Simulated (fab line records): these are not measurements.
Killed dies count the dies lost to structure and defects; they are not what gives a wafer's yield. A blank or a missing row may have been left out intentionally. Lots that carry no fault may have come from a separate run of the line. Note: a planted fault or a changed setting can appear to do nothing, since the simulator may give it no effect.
fab line records	flow sky130
record lots=12	wafers=36	last_day=50
route steps=708 shown FIELD_ISO@1 VT_ADJUST_LVTN@116 LDD_N@254 LDD_HVP@287
lots untouched by any fault: they come from a run of this same line in which no faults occurred
start_h: the number of hours between the record's first day and the start of the first shown wafer of the lot	wait_h: hours elapsed since this lot's preceding step	" the same as in the row above	L1.1+2: a single row standing in for several wafers	- no value, or no start given	* or withheld: withheld	< > ~ a bound
route shown NAME@n: NAME is a module with steps in the file, n the number in the route of the first one	usual: the fault-free wafers' mean and standard deviation	same: alike in all rows	chamber/n: place in a boat	sites: readings site by site	_std_site: the standard deviation of these	_edge_site: inner sites' mean taken away from outer sites' mean	radius_mm: how far each site lies from the wafer's centre	mask NAME#n: copy n	behind: the last tool/chamber to shape the wafer	hold: what put the lot on hold/how long, in hours/how the hold closed	device: whichever transistor did not switch (one of n, p or np)	end of line: tests of these same wafers at the route's end	for a step that has no rows: nothing shown but its recipe	killed: not the wafer's yield, but the dies lost to structure and defects at the first sort	map: dies across one wafer; x = killed, . = not, _ = none there
set.NAME: the setting the step ran with; set.NAME@STEP: the setting that earlier step ran with	model.NAME: the simulator's own value behind a step, which no gauge read
a sample of lots followed through the steps of the route, with each step as a table and each wafer as a row
services: a tool's chamber out of use, with start hour (start_h, from the record's first day; less than 0 if before it), hours out, and reason
## steps
# step SKY_FIELD_ISO_BOW_MEAS_00
# recipe mode=bow
# usual INCOMING_BOW=-1/6
lot.wafer	tool	chamber	start_h	wait_h	INCOMING_BOW[um]
L747.2	film_metro-01	-	10.02	-	-1
L747.5	"	-	"	"	-7
L747.6	"	-	"	"	-4
L748.3	film_metro-03	-	15.04	-	5
L748.5	"	-	"	"	-9
L748.6	"	-	"	"	3
L750.2	film_metro-04	-	25.02	-	10
L750.3	"	-	"	"	-5
L750.4	"	-	"	"	2
L751.2	film_metro-03	-	30.02	-	-10
L751.4	"	-	"	"	-5
L751.6	"	-	"	"	-4
L752.1	film_metro-03	-	35.00	-	1
L752.3	"	-	"	"	2
L752.6	"	-	"	"	2
L753.1	film_metro-04	-	40.00	-	-4
L753.2	"	-	"	"	7
L753.4	"	-	"	"	-15
L754.1	film_metro-03	-	45.00	-	-10
L754.2	"	-	"	"	6
L754.5	"	-	"	"	5
L757.4	film_metro-04	-	60.06	-	-5
L757.5	"	-	"	"	-7
L757.6	"	-	"	"	0
L759.3	film_metro-01	-	70.04	-	-7
L759.5	"	-	"	"	11
L759.6	"	-	"	"	6
L760.1	film_metro-04	-	75.00	-	-10
L760.5	"	-	"	"	-7
L760.6	"	-	"	"	0
L767.1	film_metro-03	-	110.00	-	1
L767.5	"	-	"	"	4
L767.6	"	-	"	"	-4
L770.3	film_metro-01	-	125.04	-	-5
L770.5	"	-	"	"	-4
L770.6	"	-	"	"	1
# step SKY_VT_ADJUST_LVTN_IMPLANT_19
# recipe species=B	energy_kev=30	dose_cm2=6.5e+11	tilt_deg=withheld
# usual dose_ions_cm2=6.5e+11/6.8e+08	faraday_current_uA=3.66/0.07
lot.wafer	tool	chamber	start_h	wait_h	dose_ions_cm2	faraday_current_uA
L747.2	implanter-04	0	161.25	0.0	6.501e+11	3.69
L747.5	"	0	"	"	6.514e+11	3.66
L747.6	"	0	"	"	6.508e+11	3.66
L748.3	implanter-02	0	174.98	0.1	6.503e+11	3.62
L748.5	"	0	"	"	6.496e+11	3.69
L748.6	"	0	"	"	6.507e+11	3.77
L750.2	implanter-04	0	183.84	0.0	6.498e+11	3.66
L750.3	"	0	"	"	6.505e+11	3.70
L750.4	"	0	"	"	6.499e+11	3.65
L751.2	implanter-04	0	188.23	0.0	6.498e+11	3.78
L751.4	"	0	"	"	6.494e+11	3.68
L751.6	"	0	"	"	6.503e+11	3.70
L752.1	implanter-01	0	194.03	0.0	6.503e+11	3.71
L752.3	"	0	"	"	6.513e+11	3.67
L752.6	"	0	"	"	6.512e+11	3.61
L753.1	implanter-04	0	200.83	0.0	6.509e+11	3.72
L753.2	"	0	"	"	6.514e+11	3.62
L753.4	"	0	"	"	6.505e+11	3.64
L754.1	implanter-04	0	206.58	0.0	6.495e+11	3.66
L754.2	"	0	"	"	6.502e+11	3.64
L754.5	"	0	"	"	6.503e+11	3.72
L757.4	implanter-01	0	225.52	0.1	6.497e+11	3.69
L757.5	"	0	"	"	6.505e+11	3.63
L757.6	"	0	"	"	6.499e+11	3.71
L759.3	implanter-02	0	247.53	0.1	6.493e+11	3.62
L759.5	"	0	"	"	6.494e+11	3.63
L759.6	"	0	"	"	6.498e+11	3.64
L760.1	implanter-04	0	257.31	0.0	6.496e+11	3.54
L760.5	"	0	"	"	6.498e+11	3.60
L760.6	"	0	"	"	6.505e+11	3.54
L767.1	implanter-01	0	301.74	0.0	8.007e+11	4.39
L767.5	"	0	"	"	8.01e+11	4.48
L767.6	"	0	"	"	8.008e+11	4.35
L770.3	implanter-01	0	318.76	0.1	8.011e+11	4.53
L770.5	"	0	"	"	8.009e+11	4.35
L770.6	"	0	"	"	8.014e+11	4.48
# step SKY_VT_ADJUST_LVTN_TW_MEAS_21
# usual VT_ADJUST_LVTN_2_TW=190.0/1.6
lot.wafer	tool	chamber	start_h	wait_h	VT_ADJUST_LVTN_2_TW
L747.2	film_metro-02	-	161.53	0.1	191.6
L747.5	"	-	"	"	191.5
L747.6	"	-	"	"	193.7
L748.3	film_metro-03	-	175.20	0.1	188.5
L748.5	"	-	"	"	188.3
L748.6	"	-	"	"	187.9
L750.2	film_metro-01	-	184.07	0.1	190.7
L750.3	"	-	"	"	191.9
L750.4	"	-	"	"	191.2
L751.2	film_metro-02	-	188.47	0.1	190.8
L751.4	"	-	"	"	190.5
L751.6	"	-	"	"	192.4
L752.1	film_metro-03	-	194.28	0.1	187.5
L752.3	"	-	"	"	187.3
L752.6	"	-	"	"	186.5
L753.1	film_metro-01	-	201.08	0.1	189.2
L753.2	"	-	"	"	190.3
L753.4	"	-	"	"	189.0
L754.1	film_metro-03	-	206.83	0.1	187.6
L754.2	"	-	"	"	187.6
L754.5	"	-	"	"	188.1
L757.4	film_metro-01	-	225.73	0.1	191.4
L757.5	"	-	"	"	190.5
L757.6	"	-	"	"	191.9
L759.3	film_metro-03	-	247.75	0.1	187.4
L759.5	"	-	"	"	189.1
L759.6	"	-	"	"	187.4
L760.1	film_metro-01	-	257.56	0.1	191.8
L760.5	"	-	"	"	191.3
L760.6	"	-	"	"	191.3
L767.1	film_metro-01	-	301.99	0.1	201.6
L767.5	"	-	"	"	202.6
L767.6	"	-	"	"	202.4
L770.3	film_metro-03	-	318.98	0.1	198.7
L770.5	"	-	"	"	198.1
L770.6	"	-	"	"	199.5
# step SKY_LDD_N_TW_MEAS_17
# usual LDD_N_TW=2598/20
lot.wafer	tool	chamber	start_h	wait_h	LDD_N_TW
L747.2	film_metro-01	-	402.10	0.1	2589
L747.5	"	-	"	"	2566
L747.6	"	-	"	"	2573
L748.3	film_metro-03	-	422.46	0.1	2576
L748.5	"	-	"	"	2577
L748.6	"	-	"	"	2582
L750.2	film_metro-01	-	432.30	0.1	2612
L750.3	"	-	"	"	2608
L750.4	"	-	"	"	2605
L751.2	film_metro-01	-	439.75	0.1	2620
L751.4	"	-	"	"	2609
L751.6	"	-	"	"	2616
L752.1	film_metro-03	-	451.01	0.1	2609
L752.3	"	-	"	"	2627
L752.6	"	-	"	"	2616
L753.1	film_metro-03	-	461.64	0.1	2617
L753.2	"	-	"	"	2609
L753.4	"	-	"	"	2623
L754.1	film_metro-01	-	467.74	0.1	2624
L754.2	"	-	"	"	2608
L754.5	"	-	"	"	2622
L757.4	film_metro-01	-	492.57	0.1	2607
L757.5	"	-	"	"	2604
L757.6	"	-	"	"	2606
L759.3	film_metro-01	-	520.01	0.1	2611
L759.5	"	-	"	"	2605
L759.6	"	-	"	"	2592
L760.1	film_metro-04	-	529.54	0.1	2561
L760.5	"	-	"	"	2567
L760.6	"	-	"	"	2594
L767.1	film_metro-04	-	580.61	0.1	2574
L767.5	"	-	"	"	2570
L767.6	"	-	"	"	2580
L770.3	film_metro-01	-	600.71	0.1	2626
L770.5	"	-	"	"	2615
L770.6	"	-	"	"	2613
# step SKY_LDD_HVP_STRIP_09
# recipe chemistry=O2/N2	power_w=1400	pressure_mtorr=1500	platen_temp_c=withheld	o2_flow_sccm=3000	n2_flow_sccm=300	overash_fraction=0.5
# usual chamber_pressure_mTorr=1499.9/1.3	drypump_motor_current_A=6.19/0.28	o2_flow_sccm=2999/8.2	oes_product_au=0.409/0.0043	strip_time_to_endpoint_s=4.135/0.015
lot.wafer	tool	chamber	start_h	wait_h	chamber_pressure_mTorr	drypump_motor_current_A	o2_flow_sccm	oes_product_au	rf_hours_counter_h	strip_time_to_endpoint_s
L747.2	plasma_asher-01	0	494.86	0.1	1499.9	5.86	3009	0.414	79	4.157
L747.5	"	1	"	"	1499.5	5.72	3000	0.411	-	4.141
L747.6	"	0	"	"	1500.9	5.86	3004	0.412	-	4.130
L748.3	plasma_asher-04	1	514.11	0.1	1499.7	6.44	2994	0.411	-	4.138
L748.5	"	1	"	"	1500.4	6.41	2998	0.414	-	4.151
L748.6	"	0	"	"	1502.7	6.45	2989	0.416	-	4.136
L750.2	plasma_asher-01	0	524.76	0.1	1498.2	5.87	3003	0.415	82	4.164
L750.3	"	0	"	"	1499.7	5.87	3005	0.410	-	4.158
L750.4	"	1	"	"	1500.3	5.71	2997	0.411	-	4.145
L751.2	plasma_asher-03	1	532.53	0.1	1500.8	6.32	2997	0.409	73	4.146
L751.4	"	1	"	"	1501.1	6.29	3001	0.411	-	4.120
L751.6	"	0	"	"	1501.7	6.08	3006	0.406	-	4.116
L752.1	plasma_asher-04	1	542.84	0.1	1501.9	6.41	2993	0.407	12	4.136
L752.3	"	1	"	"	1500.3	6.46	2984	0.406	-	4.137
L752.6	"	1	"	"	1499.0	6.47	3013	0.412	-	4.145
L753.1	plasma_asher-04	0	551.99	0.1	1499.5	6.42	2998	0.408	13	4.153
L753.2	"	1	"	"	1498.5	6.44	3011	0.408	13	4.179
L753.4	"	0	"	"	1501.3	6.44	2982	0.415	-	4.145
L754.1	plasma_asher-03	1	558.03	0.1	1501.7	6.29	3011	0.404	75	4.146
L754.2	"	0	"	"	1500.3	6.07	2991	0.406	75	4.149
L754.5	"	0	"	"	1501.2	6.07	3003	0.421	-	4.138
L757.4	plasma_asher-04	1	581.91	0.1	1497.4	6.43	2999	0.414	-	4.151
L757.5	"	1	"	"	1499.0	6.48	3011	0.406	-	4.135
L757.6	"	0	"	"	1498.9	6.43	3008	0.410	-	4.136
L759.3	plasma_asher-03	0	608.88	0.1	1497.2	6.06	2995	0.407	-	4.115
L759.5	"	0	"	"	1499.3	6.07	3012	0.404	-	4.112
L759.6	"	1	"	"	1500.1	6.32	2995	0.410	-	4.109
L760.1	plasma_asher-04	1	617.98	0.1	1500.4	6.42	2990	0.403	19	4.116
L760.5	"	0	"	"	1498.3	6.42	3009	0.405	-	4.141
L760.6	"	1	"	"	1502.3	6.42	3002	0.413	-	4.122
L767.1	plasma_asher-01	0	668.58	0.1	1499.3	5.88	3004	0.398	97	4.159
L767.5	"	1	"	"	1499.4	5.71	2993	0.412	-	4.119
L767.6	"	0	"	"	1500.9	5.88	2989	0.409	-	4.131
L770.3	plasma_asher-01	1	686.34	0.2	1498.8	5.72	2999	0.410	-	4.148
L770.5	"	0	"	"	1499.7	5.88	2982	0.408	-	4.125
L770.6	"	1	"	"	1499.7	5.70	3001	0.407	-	4.134
## services
tool	chamber	start_h	hours	kind
implanter-01	-	144.19	8.0	repair
implanter-02	-	147.09	3.7	repair
plasma_asher-04	-	202.63	2.8	pm
implanter-02	-	252.25	2.7	repair
implanter-01	-	276.90	2.2	repair
plasma_asher-01	-	281.11	2.8	pm
implanter-04	-	306.91	4.4	pm
implanter-02	-	325.12	0.6	repair
implanter-04	-	335.67	3.4	repair
plasma_asher-01	-	346.57	3.3	pm
implanter-04	-	364.07	1.7	repair
plasma_asher-01	-	381.34	15.6	pm
plasma_asher-04	-	385.59	1.0	repair
implanter-04	-	412.75	2.7	repair
plasma_asher-04	-	413.98	1.1	repair
plasma_asher-04	-	421.25	9.0	pm
implanter-04	-	423.14	5.4	repair
plasma_asher-01	-	445.88	14.6	pm
implanter-04	-	479.64	7.7	repair
implanter-01	-	489.97	2.3	pm
implanter-04	-	511.26	8.5	repair
implanter-01	-	535.54	4.2	pm
plasma_asher-04	-	586.69	2.5	repair
plasma_asher-03	-	616.61	0.9	repair
## key
first_sign step=SKY_VT_ADJUST_LVTN_IMPLANT_19	reading=dose_ions_cm2	direction=up	sigmas=99+	usual=*	struck=*
effect step=SKY_VT_ADJUST_LVTN_IMPLANT_19	reading=faraday_current_uA	direction=up	sigmas=11	usual=3.66	struck=4.43
effect step=SKY_VT_ADJUST_LVTN_TW_MEAS_21	reading=VT_ADJUST_LVTN_2_TW	direction=up	sigmas=6.7	usual=190.0	struck=200.5
met_at SKY_VT_ADJUST_LVTN_IMPLANT_19
struck_lots L767,L770
tester_left_out L767,L770
not_acting_at SKY_FIELD_ISO_BOW_MEAS_00,SKY_LDD_N_TW_MEAS_17,SKY_LDD_HVP_STRIP_09
onset_between 225.52 301.74
fault kind=process_parameter_drift	tool=implanter-01	chamber=-	onset_h=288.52	steps=SKY_VT_ADJUST_LVTN_IMPLANT_19	channel=dose_cm2	offset=*	shape=step	end_h=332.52	acts_in=*	stated=*
# tester_left_out: of these lots the tester's yield and bins aren't shown, on N5 and GAA mostly nor the transistor test; their killed dies are dies lost to structure and defects alone, not to doping, threshold or leakage, so they don't give the yield
